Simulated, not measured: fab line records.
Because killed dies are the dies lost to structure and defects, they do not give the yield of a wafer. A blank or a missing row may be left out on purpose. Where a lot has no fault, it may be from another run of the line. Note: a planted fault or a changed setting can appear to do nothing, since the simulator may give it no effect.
Which tool was responsible? + flow gf180mcu + Sampling: 24 lots, 72 wafers, 4 of 602 route steps

WHAT THE GAUGES READ, wafer by wafer
GF_HV_LDD_OVL_MEAS_08. Usual: HV_LDD_OVL 0.7 nm, standard deviation 1.7.
| lot  | measured     | on         | HV_LDD_OVL (nm) | flag |
|------|--------------|------------|-----------------|------|
| L074 | day 10 10:10 | overlay-01 | 2.5 1.7 1.3     |      |
| L076 | day 10 17:45 | overlay-01 | 1.1 -0.1 1.3    |      |
| L077 | day 10 23:38 | overlay-02 | 5.1 4.5 5.8     |      |
| L075 | day 10 23:56 | overlay-01 | 0.2 0.6 0.7     |      |
| L078 | day 11 14:02 | overlay-01 | -0.8 -0.8 -1.2  |      |
| L079 | day 11 16:11 | overlay-01 | 1.6 2.3 0.8     |      |
| L082 | day 12 03:37 | overlay-01 | 0.8 0.1 0.6     |      |
| L081 | day 12 04:52 | overlay-01 | 0.0 -0.3 -1.3   |      |
| L080 | day 12 05:03 | overlay-01 | -2.2 -0.9 -1.7  |      |
| L083 | day 12 19:42 | overlay-02 | 1.5 0.0 0.6     |      |
| L084 | day 13 06:14 | overlay-01 | 3.9 3.5 3.1     |      |
| L085 | day 13 06:32 | overlay-01 | 1.7 3.0 2.8     |      |
| L086 | day 13 18:42 | overlay-02 | -1.5 0.3 -0.3   |      |
| L087 | day 14 06:40 | overlay-01 | 2.4 1.8 2.9     |      |
| L088 | day 14 13:57 | overlay-02 | 0.5 -0.2 0.4    |      |
| L089 | day 14 14:15 | overlay-01 | 2.0 2.0 2.1     |      |
| L090 | day 15 01:24 | overlay-02 | -0.3 0.6 0.9    |      |
| L091 | day 15 08:39 | overlay-02 | -0.4 -0.9 -2.0  |      |
| L092 | day 15 10:04 | overlay-01 | 0.4 -0.6 -0.2   |      |
| L093 | day 15 21:36 | overlay-02 | -0.2 -1.4 -1.5  |      |
| L094 | day 16 06:54 | overlay-02 | 0.3 -0.4 1.5    |      |
| L095 | day 16 07:30 | overlay-02 | 2.7 -0.1 0.9    |      |
| L096 | day 16 16:18 | overlay-02 | -1.2 0.2 0.5    |      |
| L097 | day 16 23:14 | overlay-02 | -1.3 0.4 0.3    |      |

GF_PSD_CD_MEAS_07 targets a cd of 400 nm. Usual: cd_nm reads 400.1 nm (standard deviation 2.5).
| lot  | measured     | on        | cd_nm (nm)        | flag |
|------|--------------|-----------|-------------------|------|
| L074 | day 14 14:19 | cd_sem-01 | 404.5 403.2 403.4 |      |
| L076 | day 15 00:01 | cd_sem-01 | 398.6 398.0 399.5 |      |
| L077 | day 15 04:28 | cd_sem-02 | 397.6 396.1 399.4 |      |
| L075 | day 15 04:46 | cd_sem-01 | 399.0 400.1 400.1 |      |
| L078 | day 15 21:01 | cd_sem-01 | 401.7 400.9 399.2 |      |
| L079 | day 16 00:49 | cd_sem-01 | 400.3 401.9 401.9 |      |
| L082 | day 16 13:30 | cd_sem-01 | 401.4 399.5 398.7 |      |
| L081 | day 16 15:27 | cd_sem-01 | 395.2 398.8 395.9 |      |
| L080 | day 16 14:34 | cd_sem-01 | 395.6 399.6 398.5 |      |
| L083 | day 17 08:36 | cd_sem-01 | 396.8 394.2 395.9 |      |
| L084 | day 17 21:32 | cd_sem-02 | 403.0 402.9 401.5 |      |
| L085 | day 17 22:10 | cd_sem-01 | 405.6 404.4 405.0 |      |
| L086 | day 18 13:13 | cd_sem-02 | 401.5 398.5 402.3 |      |
| L087 | day 19 01:53 | cd_sem-01 | 403.5 402.0 401.3 |      |
| L088 | day 19 12:19 | cd_sem-01 | 397.3 399.4 399.2 |      |
| L089 | day 19 13:58 | cd_sem-01 | 398.4 400.6 401.1 |      |
| L090 | day 20 01:26 | cd_sem-02 | 402.8 405.6 403.4 |      |
| L091 | day 20 10:06 | cd_sem-02 | 400.9 403.3 400.5 |      |
| L092 | day 20 13:41 | cd_sem-01 | 399.0 399.4 398.5 |      |
| L093 | day 21 00:49 | cd_sem-02 | 397.5 399.6 398.5 |      |
| L094 | day 21 09:47 | cd_sem-02 | 398.1 398.4 398.3 |      |
| L095 | day 21 12:01 | cd_sem-01 | 398.8 399.1 399.7 |      |
| L096 | day 21 21:01 | cd_sem-02 | 398.8 399.7 399.0 |      |
| L097 | day 22 02:58 | cd_sem-01 | 404.5 399.9 402.3 |      |

GF_V1_CD_MEAS_14 targets a cd of 260 nm. Usual: cd_nm reads 260.0 nm (standard deviation 1.3).
| lot  | measured     | on        | cd_nm (nm)        | flag |
|------|--------------|-----------|-------------------|------|
| L074 | day 18 11:36 | cd_sem-01 | 261.7 261.2 261.2 |      |
| L076 | day 18 23:43 | cd_sem-01 | 259.2 259.9 259.8 |      |
| L077 | day 19 03:16 | cd_sem-01 | 261.6 260.8 260.1 |      |
| L075 | day 19 05:34 | cd_sem-02 | 258.8 259.2 258.3 |      |
| L078 | day 19 22:52 | cd_sem-01 | 258.9 257.8 258.7 |      |
| L079 | day 20 03:34 | cd_sem-02 | 259.4 259.8 259.4 |      |
| L082 | day 20 18:22 | cd_sem-01 | 260.1 259.8 259.2 |      |
| L081 | day 20 21:06 | cd_sem-02 | 260.4 261.0 260.4 |      |
| L080 | day 20 20:27 | cd_sem-02 | 259.6 259.2 260.8 |      |
| L083 | day 21 13:09 | cd_sem-01 | 257.5 257.6 257.6 |      |
| L084 | day 22 03:20 | cd_sem-01 | 259.0 258.3 259.2 |      |
| L085 | day 22 04:19 | cd_sem-01 | 263.0 262.1 262.5 |      |
| L086 | day 22 16:52 | cd_sem-01 | 259.2 259.2 259.9 |      |
| L087 | day 23 05:02 | cd_sem-02 | 259.8 260.8 260.3 |      |
| L088 | day 23 15:34 | cd_sem-02 | 260.2 260.2 259.8 |      |
| L089 | day 23 16:13 | cd_sem-01 | 260.8 260.5 261.6 |      |
| L090 | day 24 03:41 | cd_sem-01 | 261.2 261.5 262.5 |      |
| L091 | day 24 10:30 | cd_sem-01 | 259.8 259.9 259.7 |      |
| L092 | day 24 14:56 | cd_sem-01 | 258.8 258.5 258.5 |      |
| L093 | day 25 00:49 | cd_sem-02 | 261.3 260.0 259.3 |      |
| L094 | day 25 08:35 | cd_sem-02 | 261.1 260.7 260.3 |      |
| L095 | day 25 11:19 | cd_sem-01 | 260.4 260.7 262.0 |      |
| L096 | day 25 18:46 | cd_sem-02 | 259.1 257.1 258.6 |      |
| L097 | day 25 23:37 | cd_sem-01 | 261.3 259.5 260.7 |      |

GF_V3_THK_MEAS_01. Usual: V3_CVD_00_THK 597 nm, standard deviation 7.8.
| lot  | measured     | on            | V3_CVD_00_THK (nm) | flag |
|------|--------------|---------------|--------------------|------|
| L074 | day 21 18:40 | film_metro-01 | 596 605 592        |      |
| L076 | day 22 06:08 | film_metro-04 | 598 595 593        |      |
| L077 | day 22 08:49 | film_metro-01 | 609 603 586        |      |
| L075 | day 22 12:00 | film_metro-03 | 590 602 599        |      |
| L078 | day 23 03:47 | film_metro-04 | 614 607 594        |      |
| L079 | day 23 07:08 | film_metro-03 | 599 595 600        |      |
| L082 | day 23 22:31 | film_metro-03 | 595 594 590        |      |
| L081 | day 24 00:07 | film_metro-04 | 590 587 599        |      |
| L080 | day 24 00:22 | film_metro-03 | 593 592 583        |      |
| L083 | day 24 14:58 | film_metro-01 | 606 591 594        |      |
| L084 | day 25 03:39 | film_metro-01 | 597 597 596        |      |
| L085 | day 25 05:51 | film_metro-01 | 599 588 583        |      |
| L086 | day 25 17:39 | film_metro-01 | 597 591 596        |      |
| L087 | day 26 04:20 | film_metro-01 | 602 597 596        |      |
| L088 | day 26 11:19 | film_metro-04 | 595 599 607        |      |
| L089 | day 26 12:09 | film_metro-01 | 605 587 598        |      |
| L090 | day 27 01:15 | film_metro-03 | 613 601 598        |      |
| L091 | day 27 08:43 | film_metro-03 | 584 608 581        |      |
| L092 | day 27 10:56 | film_metro-03 | 602 614 608        |      |
| L093 | day 27 19:37 | film_metro-03 | 609 615 617        |      |
| L094 | day 28 03:28 | film_metro-03 | 604 606 589        |      |
| L095 | day 28 04:37 | film_metro-01 | 591 610 597        |      |
| L096 | day 28 13:29 | film_metro-04 | 604 602 598        |      |
| L097 | day 28 18:09 | film_metro-01 | 603 602 592        |      |

WHAT TOOL EACH LOT RAN ON (gives the tool, then ch and the chambers of the sampled wafers, and finally the start)
The record shows no process step preceding these readings.

AS READ BY THE TOOLS THEMSELVES (means over the sampled wafers that have a number; for cases with no such wafer, the mark the record gives instead)
The record holds no such reading with a usual standard deviation.

THE ANSWER, worked out from the rows above alone
Rule: lot off if the mean of its wafers having a number is beyond 3 standard deviations from the usual mean. A lot without any number at a reading at which 4 lots or more have one is off too. The other lots that the step has rows for count as sound. After the gauges, taken in route order, come the tools' own readings; for these a lot's mean is taken, as printed above. At the first step where some lot is off, the reading lying furthest off is the one used; lots without a number count as furthest.
None of the lots is off at any reading shown; this tells nothing.

WHAT HAD BEEN PUT IN BY THE SIMULATOR
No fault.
